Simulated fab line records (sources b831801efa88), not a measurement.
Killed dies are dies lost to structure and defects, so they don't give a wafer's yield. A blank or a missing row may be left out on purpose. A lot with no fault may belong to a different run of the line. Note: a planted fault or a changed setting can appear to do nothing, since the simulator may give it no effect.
fab line records	flow sky130
record: lots: 5	wafers: 15	last-day: 50
route steps=708 shown NWELL@77 PWDE@84 VT_ADJUST_HVTP@85 VT_ADJUST_LVTN@97
lots that met no fault: taken from a fault-free run of the same line
start-h: the number of hours between the record's first day and the start of the first shown wafer of the lot	wait-h: hours since the lot's step before	" same as the row above	L1.1+2: a single row standing in for several wafers	- no value, or no start given	* or withheld: withheld	< > ~ a bound
route shown NAME@n: names a module that has steps shown in the file, with the first one's number in the route	usual: mean/standard deviation of fault-free wafers	same: alike in all rows	chamber/n: place in a boat	sites: the reading at each site	_std_site: standard deviation across them	_edge_site: the outer-site mean with the inner-site mean subtracted	radius-mm: for every site, how far away it sits from the centre of the wafer	mask NAME#n: copy n	behind: the last tool/chamber to shape the wafer	hold: cause of the lot's hold/its duration in hours/its outcome	device: the transistor (n, p or np) that didn't switch	end of line: the route-end tests of the same wafers	step lacking rows: just its recipe	killed: count of dies lost to structure and defects at first sort (not the wafer's yield)	map: per-die view of a wafer (x killed, . not killed, _ where there is no die)
set.NAME: setting as actually run; set.NAME@STEP: the setting as run at that earlier step	model.NAME: the simulator's own value behind a step, which no gauge read
lots at some steps of the route; a table a step, a row a wafer
services: the hour from which a tool's chamber was out of use, counted from the record's first day as start-h (under 0 if before that day), plus the number of hours and why
== steps ==
step: SKY_NWELL_IMPLANT_24
recipe: species: B	energy-kev: 140	dose-cm2: 9.2e+12	tilt-deg: withheld
step: SKY_NWELL_STRIP_25
recipe: chemistry: O2/N2	power-w: 1400	pressure-mtorr: 1500	platen-temp-c: withheld	o2-flow-sccm: 3000	n2-flow-sccm: 300	overash-fraction: 0.5
usual: drypump-motor-current-A: 5.9/0.41	n2-flow-sccm: 299.9/0.8	oes-product-au: 0.722/0.0048	strip-time-to-endpoint-s: 36.92/0.097
lot.wafer	tool	chamber	start-h	wait-h	drypump-motor-current-A	n2-flow-sccm	oes-product-au	rf-hours-counter-h	strip-time-to-endpoint-s
L797.3	plasma-asher-02	1	109.74	0.1	6.3	300.6	0.725	-	37.03
L797.4	"	0	"	"	5.5	300.9	0.725	-	36.97
L797.6	"	0	"	"	5.5	301.8	0.726	-	36.89
L807.2	plasma-asher-01	1	175.11	0.1	5.1	299.1	0.727	6	37.04
L807.3	"	1	"	"	5.1	299.8	0.722	-	37.05
L807.6	"	0	"	"	6.2	300.9	0.722	-	37.02
L812.2	plasma-asher-04	0	201.92	0.1	6.0	300.0	0.718	52	36.86
L812.5	"	0	"	"	6.0	299.7	0.729	-	36.82
L812.6	"	1	"	"	6.1	300.9	0.720	-	36.90
L816.1	plasma-asher-04	0	223.91	0.1	6.0	301.4	0.720	54	36.91
L816.3	"	1	"	"	6.1	299.4	0.720	-	36.75
L816.5	"	1	"	"	6.2	299.9	0.722	-	36.73
L818.1	plasma-asher-04	0	236.52	0.1	6.0	299.9	0.721	55	36.90
L818.3	"	0	"	"	6.0	299.2	0.726	-	36.95
L818.6	"	0	"	"	6.0	299.1	0.731	-	37.00
step: SKY_NWELL_TW_MEAS_26
usual: NWELL_2_TW: 496/6.1
lot.wafer	tool	chamber	start-h	wait-h	NWELL_2_TW
L797.3	film-metro-02	-	109.83	0.1	502
L797.4	"	-	"	"	500
L797.6	"	-	"	"	499
L807.2	film-metro-01	-	175.22	0.1	492
L807.3	"	-	"	"	488
L807.6	"	-	"	"	490
L812.2	film-metro-01	-	202.03	0.1	489
L812.5	"	-	"	"	489
L812.6	"	-	"	"	492
L816.1	film-metro-02	-	224.01	0.1	499
L816.3	"	-	"	"	501
L816.5	"	-	"	"	501
L818.1	film-metro-02	-	236.62	0.1	498
L818.3	"	-	"	"	500
L818.6	"	-	"	"	497
step: SKY_NWELL_CLEAN_27
recipe: chemistry: SC1/SC2	mix: 1:4:20	temp-c: 70	time-s: 150	dry: n2-spin
step: SKY_NWELL_RTA_28
recipe: temp-c: 1050	time-s: 30	idle-temp-c: 650	ramp-up-c-per-s: 150	ramp-down-c-per-s: 90	ambient: N2
usual: lamp-power-pct: 25.31/0.059	ramp-up-c-per-s: 150.00/0.027	wafer_temp_C_max: 1054.9/0.89
lot.wafer	tool	chamber	start-h	wait-h	lamp-power-pct	ramp-up-c-per-s	wafer_temp_C_max
L797.3	rtp-anneal-02	0	109.95	0.0	25.36	150.00	1055.4
L797.4	"	0	"	"	25.20	149.96	1055.6
L797.6	"	0	"	"	25.31	150.03	1056.2
L807.2	rtp-anneal-02	0	175.33	0.0	25.38	149.99	1054.8
L807.3	"	0	"	"	25.27	150.03	1056.3
L807.6	"	0	"	"	25.23	149.99	1053.4
L812.2	rtp-anneal-01	0	202.15	0.0	25.27	150.01	1055.6
L812.5	"	0	"	"	25.17	150.00	1055.3
L812.6	"	0	"	"	25.29	149.98	1054.5
L816.1	rtp-anneal-01	0	224.12	0.0	25.26	149.99	1053.4
L816.3	"	0	"	"	25.30	150.00	1055.2
L816.5	"	0	"	"	25.25	150.07	1054.4
L818.1	rtp-anneal-01	0	236.78	0.0	25.24	150.02	1055.0
L818.3	"	0	"	"	25.37	150.03	1054.2
L818.6	"	0	"	"	25.31	149.99	1054.3
step: SKY_NWELL_RS_MEAS_29
recipe: thk-meas-gauge: four-point-probe
usual: NWELL_RS: 624.6/1.9
lot.wafer	tool	chamber	start-h	wait-h	NWELL_RS[ohm/sq]
L797.3	film-metro-02	-	110.06	0.1	622.5
L797.4	"	-	"	"	619.7
L797.6	"	-	"	"	621.1
L807.2	film-metro-03	-	175.44	0.1	623.8
L807.3	"	-	"	"	624.9
L807.6	"	-	"	"	624.4
L812.2	film-metro-03	-	202.25	0.1	624.5
L812.5	"	-	"	"	623.1
L812.6	"	-	"	"	623.1
L816.1	film-metro-03	-	224.22	0.1	625.5
L816.3	"	-	"	"	626.1
L816.5	"	-	"	"	624.0
L818.1	film-metro-03	-	236.88	0.1	623.4
L818.3	"	-	"	"	620.8
L818.6	"	-	"	"	620.7
step: SKY_NWELL_RS_MEAS_31
recipe: thk-meas-gauge: four-point-probe
usual: PWDE_RS: 5274/19
lot.wafer	tool	chamber	start-h	wait-h	PWDE_RS[ohm/sq]
L797.3	film-metro-02	-	110.30	0.1	5264
L797.4	"	-	"	"	5268
L797.6	"	-	"	"	5284
L807.2	film-metro-03	-	175.68	0.1	5273
L807.3	"	-	"	"	5250
L807.6	"	-	"	"	5253
L812.2	film-metro-03	-	202.49	0.1	5222
L812.5	"	-	"	"	5224
L812.6	"	-	"	"	5235
L816.1	film-metro-03	-	224.46	0.1	5272
L816.3	"	-	"	"	5281
L816.5	"	-	"	"	5265
L818.1	film-metro-03	-	237.12	0.1	5277
L818.3	"	-	"	"	5304
L818.6	"	-	"	"	5265
step: SKY_VT_ADJUST_HVTP_DEHYDRATE_00
recipe: temp-c: 200	time-s: 60
step: SKY_VT_ADJUST_HVTP_HMDS_01
recipe: prime-time-s: 60	prime-temp-c: 120
step: SKY_VT_ADJUST_HVTP_COAT_02
recipe: resist: NOVOLAK	spin-rpm: 3000	resist-thk-nm: 1140
step: SKY_VT_ADJUST_HVTP_SOFTBAKE_03
recipe: temp-c: 90	time-s: 60	resist: NOVOLAK
step: SKY_VT_ADJUST_HVTP_EXPOSE_04
recipe: mask-id: HVTPM	na: 0.6	source-shape: conventional	sigma-outer: 0.6	polarization: unpolarized	target-cd-nm: 380	dose-mj: 140
usual: stage-vel-mm-s: 499.90/0.22
same: na: 0.6
lot.wafer	tool	chamber	start-h	wait-h	mask	stage-vel-mm-s
L797.3	iline-stepper-01	0	119.95	-	HVTPM#0	500.07
L797.4	"	0	"	"	HVTPM#0	499.79
L797.6	"	0	"	"	HVTPM#0	500.04
L807.2	iline-stepper-02	0	186.19	-	NWM_COMPLEMENT_LESS_NATIVE#0	499.93
L807.3	"	0	"	"	NWM_COMPLEMENT_LESS_NATIVE#0	500.09
L807.6	"	0	"	"	NWM_COMPLEMENT_LESS_NATIVE#0	499.79
L812.2	iline-stepper-02	0	213.86	-	HVTPM#0	499.68
L812.5	"	0	"	"	HVTPM#0	499.60
L812.6	"	0	"	"	HVTPM#0	499.69
L816.1	iline-stepper-01	0	236.08	-	HVTPM#0	499.72
L816.3	"	0	"	"	HVTPM#0	499.68
L816.5	"	0	"	"	HVTPM#0	499.71
L818.1	iline-stepper-02	0	248.59	-	HVTPM#0	499.82
L818.3	"	0	"	"	HVTPM#0	499.69
L818.6	"	0	"	"	HVTPM#0	499.95
step: SKY_VT_ADJUST_HVTP_PEB_05
recipe: temp-c: withheld	time-s: *	resist: NOVOLAK
step: SKY_VT_ADJUST_HVTP_DEVELOP_06
recipe: resist: NOVOLAK	developer: TMAH	develop-time-s: 60	dev-temp-c: 23
step: SKY_VT_ADJUST_HVTP_CD_MEAS_07
recipe: target-cd-nm: 380
usual: cd-nm: 380/3.1
lot.wafer	tool	chamber	start-h	wait-h	cd-nm
L797.3	cd-sem-02	-	129.16	0.1	385
L797.4	"	-	"	"	384
L797.6	"	-	"	"	382
L807.2	cd-sem-02	-	196.19	0.1	-
L807.3	"	-	"	"	-
L807.6	"	-	"	"	-
L812.2	cd-sem-01	-	224.64	0.1	373
L812.5	"	-	"	"	376
L812.6	"	-	"	"	374
L816.1	cd-sem-02	-	247.21	0.1	385
L816.3	"	-	"	"	383
L816.5	"	-	"	"	383
L818.1	cd-sem-01	-	259.84	0.1	381
L818.3	"	-	"	"	377
L818.6	"	-	"	"	380
step: SKY_VT_ADJUST_HVTP_OVL_MEAS_08
usual: VT_ADJUST_HVTP_OVL: -0.9/1.5
lot.wafer	tool	chamber	start-h	wait-h	VT_ADJUST_HVTP_OVL[nm]
L797.3	overlay-02	-	129.25	0.1	2.1
L797.4	"	-	"	"	1.7
L797.6	"	-	"	"	-0.3
L807.2	overlay-01	-	196.30	0.1	-
L807.3	"	-	"	"	-
L807.6	"	-	"	"	-
L812.2	overlay-01	-	224.75	0.1	-3.2
L812.5	"	-	"	"	-1.5
L812.6	"	-	"	"	-4.5
L816.1	overlay-02	-	247.33	0.1	-0.8
L816.3	"	-	"	"	-0.1
L816.5	"	-	"	"	-1.2
L818.1	overlay-01	-	259.96	0.1	-0.9
L818.3	"	-	"	"	-0.6
L818.6	"	-	"	"	-1.8
step: SKY_VT_ADJUST_HVTP_IMPLANT_09
recipe: species: As	energy-kev: 150	dose-cm2: 4.3e+12	tilt-deg: withheld
step: SKY_VT_ADJUST_HVTP_STRIP_10
recipe: chemistry: O2/N2	power-w: 1400	pressure-mtorr: 1500	platen-temp-c: withheld	o2-flow-sccm: 3000	n2-flow-sccm: 300	overash-fraction: 0.5
usual: drypump-motor-current-A: 5.9/0.32	n2-flow-sccm: 299.9/0.93	oes-product-au: 0.716/0.0045	strip-time-to-endpoint-s: 14.18/0.038
lot.wafer	tool	chamber	start-h	wait-h	drypump-motor-current-A	n2-flow-sccm	oes-product-au	rf-hours-counter-h	strip-time-to-endpoint-s
L797.3	plasma-asher-02	1	129.46	0.1	6.2	298.9	0.717	-	14.08
L797.4	"	0	"	"	5.5	299.7	0.717	-	14.19
L797.6	"	0	"	"	5.6	298.8	0.712	-	14.10
L807.2	plasma-asher-02	0	196.48	0.1	5.5	301.2	0.712	37	14.17
L807.3	"	1	"	"	6.2	301.6	0.716	-	14.17
L807.6	"	1	"	"	6.2	300.2	0.720	-	14.14
L812.2	plasma-asher-04	0	224.93	0.1	6.0	301.4	0.711	54	14.12
L812.5	"	0	"	"	6.0	299.9	0.716	-	14.13
L812.6	"	1	"	"	6.2	299.1	0.712	-	14.18
L816.1	plasma-asher-03	1	247.51	0.1	6.1	298.3	0.717	56	14.18
L816.3	"	0	"	"	5.4	301.9	0.709	-	14.14
L816.5	"	0	"	"	5.4	300.6	0.716	-	14.16
L818.1	plasma-asher-03	0	260.14	0.1	5.4	299.4	0.720	57	14.10
L818.3	"	0	"	"	5.4	300.0	0.715	-	14.14
L818.6	"	0	"	"	5.4	298.4	0.715	-	14.14
step: SKY_VT_ADJUST_HVTP_TW_MEAS_11
usual: VT_ADJUST_HVTP_TW: 1353/11
lot.wafer	tool	chamber	start-h	wait-h	VT_ADJUST_HVTP_TW
L797.3	film-metro-04	-	129.55	0.1	1366
L797.4	"	-	"	"	1369
L797.6	"	-	"	"	1365
L807.2	film-metro-04	-	196.59	0.1	30
L807.3	"	-	"	"	30
L807.6	"	-	"	"	30
L812.2	film-metro-01	-	225.04	0.1	1341
L812.5	"	-	"	"	1335
L812.6	"	-	"	"	1337
L816.1	film-metro-02	-	247.61	0.1	1356
L816.3	"	-	"	"	1349
L816.5	"	-	"	"	1356
L818.1	film-metro-02	-	260.24	0.1	1345
L818.3	"	-	"	"	1356
L818.6	"	-	"	"	1352
step: SKY_VT_ADJUST_LVTN_DEHYDRATE_00
recipe: temp-c: 200	time-s: 60
step: SKY_VT_ADJUST_LVTN_HMDS_01
recipe: prime-time-s: 60	prime-temp-c: 120
step: SKY_VT_ADJUST_LVTN_COAT_02
recipe: spin-rpm: 2000	resist-thk-nm: 3000
step: SKY_VT_ADJUST_LVTN_SOFTBAKE_03
recipe: temp-c: 110	time-s: withheld
step: SKY_VT_ADJUST_LVTN_EXPOSE_04
recipe: mask-id: NWM_COMPLEMENT_LESS_NATIVE	na: 0.6	source-shape: conventional	sigma-outer: 0.6	polarization: unpolarized	target-cd-nm: 840	dose-mj: 194
step: SKY_VT_ADJUST_LVTN_PEB_05
recipe: temp-c: 115	time-s: withheld
step: SKY_VT_ADJUST_LVTN_DEVELOP_06
recipe: wall-angle-deg: 90	developer: TMAH	develop-time-s: 60	dev-temp-c: 23
step: SKY_VT_ADJUST_LVTN_OVL_MEAS_07
usual: VT_ADJUST_LVTN_OVL: -0.4/1.1
lot.wafer	tool	chamber	start-h	wait-h	VT_ADJUST_LVTN_OVL[nm]
L797.3	overlay-02	-	149.02	-	-0.5
L797.4	"	-	"	"	-1.8
L797.6	"	-	"	"	-0.9
L807.2	overlay-01	-	218.22	-	1.9
L807.3	"	-	"	"	0.8
L807.6	"	-	"	"	0.2
L812.2	overlay-01	-	247.77	-	-0.7
L812.5	"	-	"	"	-1.4
L812.6	"	-	"	"	-1.5
L816.1	overlay-02	-	270.76	-	-1.7
L816.3	"	-	"	"	0.1
L816.5	"	-	"	"	-0.2
L818.1	overlay-01	-	284.52	-	0.4
L818.3	"	-	"	"	-0.9
L818.6	"	-	"	"	-0.7
step: SKY_VT_ADJUST_LVTN_IMPLANT_08
recipe: species: B	energy-kev: 30	dose-cm2: 1.57e+12	tilt-deg: withheld
step: SKY_VT_ADJUST_LVTN_STRIP_09
recipe: chemistry: O2/N2	power-w: 1400	pressure-mtorr: 1500	platen-temp-c: withheld	o2-flow-sccm: 3000	n2-flow-sccm: 300	overash-fraction: 0.5
usual: drypump-motor-current-A: 5.8/0.41	n2-flow-sccm: 300.1/0.93	oes-product-au: 0.723/0.0047	strip-time-to-endpoint-s: 36.90/0.095
lot.wafer	tool	chamber	start-h	wait-h	drypump-motor-current-A	n2-flow-sccm	oes-product-au	rf-hours-counter-h	strip-time-to-endpoint-s
L797.3	plasma-asher-02	0	149.23	0.1	5.5	300.1	0.714	-	36.84
L797.4	"	1	"	"	6.2	299.3	0.730	-	36.80
L797.6	"	0	"	"	5.6	301.3	0.718	-	36.87
L807.2	plasma-asher-03	1	218.40	0.1	6.1	299.7	0.723	53	36.77
L807.3	"	0	"	"	5.4	300.1	0.722	-	36.87
L807.6	"	0	"	"	5.4	301.4	0.720	-	36.72
L812.2	plasma-asher-02	1	247.95	0.1	6.2	299.6	0.723	42	36.98
L812.5	"	1	"	"	6.2	299.4	0.736	-	36.93
L812.6	"	0	"	"	5.5	299.7	0.731	-	36.93
L816.1	plasma-asher-02	0	270.94	0.1	5.6	300.7	0.720	44	37.05
L816.3	"	0	"	"	5.6	300.9	0.716	-	36.98
L816.5	"	0	"	"	5.5	300.1	0.727	-	37.01
L818.1	plasma-asher-03	0	284.71	0.1	5.4	300.2	0.724	59	36.76
L818.3	"	1	"	"	6.1	299.9	0.718	-	36.80
L818.6	"	0	"	"	5.4	300.7	0.723	-	36.83
step: SKY_VT_ADJUST_LVTN_TW_MEAS_10
usual: VT_ADJUST_LVTN_TW: 242.5/2.6
lot.wafer	tool	chamber	start-h	wait-h	VT_ADJUST_LVTN_TW
L797.3	film-metro-04	-	149.32	0.1	241.7
L797.4	"	-	"	"	241.6
L797.6	"	-	"	"	242.2
L807.2	film-metro-01	-	218.51	0.1	1344.9
L807.3	"	-	"	"	1342.4
L807.6	"	-	"	"	1341.9
L812.2	film-metro-01	-	248.06	0.1	236.8
L812.5	"	-	"	"	236.7
L812.6	"	-	"	"	238.2
L816.1	film-metro-04	-	271.04	0.1	242.3
L816.3	"	-	"	"	243.6
L816.5	"	-	"	"	241.6
L818.1	film-metro-03	-	284.81	0.1	245.7
L818.3	"	-	"	"	244.1
L818.6	"	-	"	"	244.5
step: SKY_VT_ADJUST_LVTN_DEHYDRATE_11
recipe: temp-c: 200	time-s: 60
== services ==
tool	chamber	start-h	hours	kind
iline-stepper-01	-	96.57	1.7	pm
plasma-asher-01	-	108.84	9.0	pm
plasma-asher-01	0	108.84	9.0	vent-cycle
plasma-asher-01	1	108.84	9.0	vent-cycle
iline-stepper-02	-	115.95	19.9	repair
plasma-asher-01	0	117.84	-	clean
plasma-asher-01	1	117.84	-	clean
iline-stepper-02	-	121.43	2.6	repair
iline-stepper-02	-	139.81	1.7	pm
rtp-anneal-02	-	141.75	1.2	pm
plasma-asher-02	-	157.74	0.5	repair
plasma-asher-04	-	158.32	2.1	repair
iline-stepper-02	-	204.29	2.1	pm
iline-stepper-02	-	206.37	-	consumable-replace:lamp
iline-stepper-01	-	237.62	8.9	pm
== key ==
first-sign: step: SKY_VT_ADJUST_HVTP_EXPOSE_04	reading: mask	direction: changed
effect: step: SKY_VT_ADJUST_HVTP_CD_MEAS_07	reading: cd-nm	direction: missing
effect: step: SKY_VT_ADJUST_HVTP_OVL_MEAS_08	reading: VT_ADJUST_HVTP_OVL	direction: missing
effect: step: SKY_VT_ADJUST_HVTP_TW_MEAS_11	reading: VT_ADJUST_HVTP_TW	direction: down	sigmas: 99+	usual: 1353	struck: 30
effect: step: SKY_VT_ADJUST_LVTN_TW_MEAS_10	reading: VT_ADJUST_LVTN_TW	direction: up	sigmas: 99+	usual: 242.5	struck: 1343.1
met-at SKY_VT_ADJUST_HVTP_EXPOSE_04
struck-wafers L807.2,L807.3,L807.6
sort-left-out L807.2,L807.3,L807.6
tester-left-out L807
fault: kind: wrong-mask	tool: any	chamber: -	onset-h: 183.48	steps: SKY_VT_ADJUST_HVTP_EXPOSE_04	aux-copy: NWM_COMPLEMENT_LESS_NATIVE#0	scope: struck-lots-only
tester-left-out: of these lots the tester's yield and bins aren't shown, on N5 and GAA mostly nor the transistor test; their killed dies are dies lost to structure and defects alone, not to doping, threshold or leakage, so they don't give the yield
sort-left-out: the simulated sort isn't trusted on such a fault, so these wafers' sort isn't shown, and their yield isn't known
